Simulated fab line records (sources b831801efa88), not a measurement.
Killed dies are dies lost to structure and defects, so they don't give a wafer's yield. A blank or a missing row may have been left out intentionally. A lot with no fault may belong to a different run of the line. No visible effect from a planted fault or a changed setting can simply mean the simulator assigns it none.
Which tool did it? ; flow sky130 ; Sampling: 6 lots, 18 wafers, 3 of 708 route steps

## WHAT THE GAUGES READ, wafer by wafer
SKY_CAPM_THK_MEAS_01.
lot;measured;on;CAPM_CVD_00_THK (nm)
L429;day 37 09:47;film_metro-04;15.64 15.52 15.71
L433;day 38 14:01;film_metro-04;15.49 15.35 15.83
L440;day 41 15:45;film_metro-03;15.54 15.89 15.61
L443;day 42 19:14;film_metro-01;15.49 15.45 15.66
L446;day 42 23:44;film_metro-04;15.51 15.53 15.74
L449;day 43 20:22;film_metro-03;15.54 15.66 15.58

## WHAT TOOL EACH LOT RAN ON (gives the tool, then ch and the chambers of the sampled wafers, and finally the start)
lot;SKY_VIA2_CVD_21;SKY_METAL3_SPUTTER_01
L429;cvd_w-02 ch 0,1, day 37 08:43;pvd_sputter-03, day 37 09:37
L433;cvd_w-02 ch 0,1, day 38 13:13;pvd_sputter-02, day 38 13:52
L440;cvd_w-02 ch 0,1, day 41 14:58;pvd_sputter-04, day 41 15:35
L443;cvd_w-01 ch 0,1, day 42 18:24;pvd_sputter-02, day 42 19:02
L446;cvd_w-02 ch 1, day 42 22:55;pvd_sputter-02, day 42 23:34
L449;cvd_w-01 ch 0,1, day 43 19:17;pvd_sputter-04, day 43 20:11
- SKY_VIA2_CVD_21: deposits W, target thk 420 nm, time 126.4 s.
- SKY_METAL3_SPUTTER_01: material TiN, target thk 20 nm, time 16.7 s.

## THE ANSWER, worked out from the rows above alone
Rule: usual is defined by the lots themselves. The widest of any qualifying gaps counts: lots, ordered by their means at a reading, are off when they make up no more than a third of the lots, leave a main group of 4 or more, and stand apart from it by 3 or more times the standard deviation of that group's means. A main group whose means are all the same, to the digits that the tables above print for the reading, isn't used. Also off: a lot with no number at a reading for which 4 or more lots have one. The other lots that the step has rows for count as sound.
Nothing can be told from this: no lot is off at any reading shown.

## WHAT THE SIMULATOR PUT IN
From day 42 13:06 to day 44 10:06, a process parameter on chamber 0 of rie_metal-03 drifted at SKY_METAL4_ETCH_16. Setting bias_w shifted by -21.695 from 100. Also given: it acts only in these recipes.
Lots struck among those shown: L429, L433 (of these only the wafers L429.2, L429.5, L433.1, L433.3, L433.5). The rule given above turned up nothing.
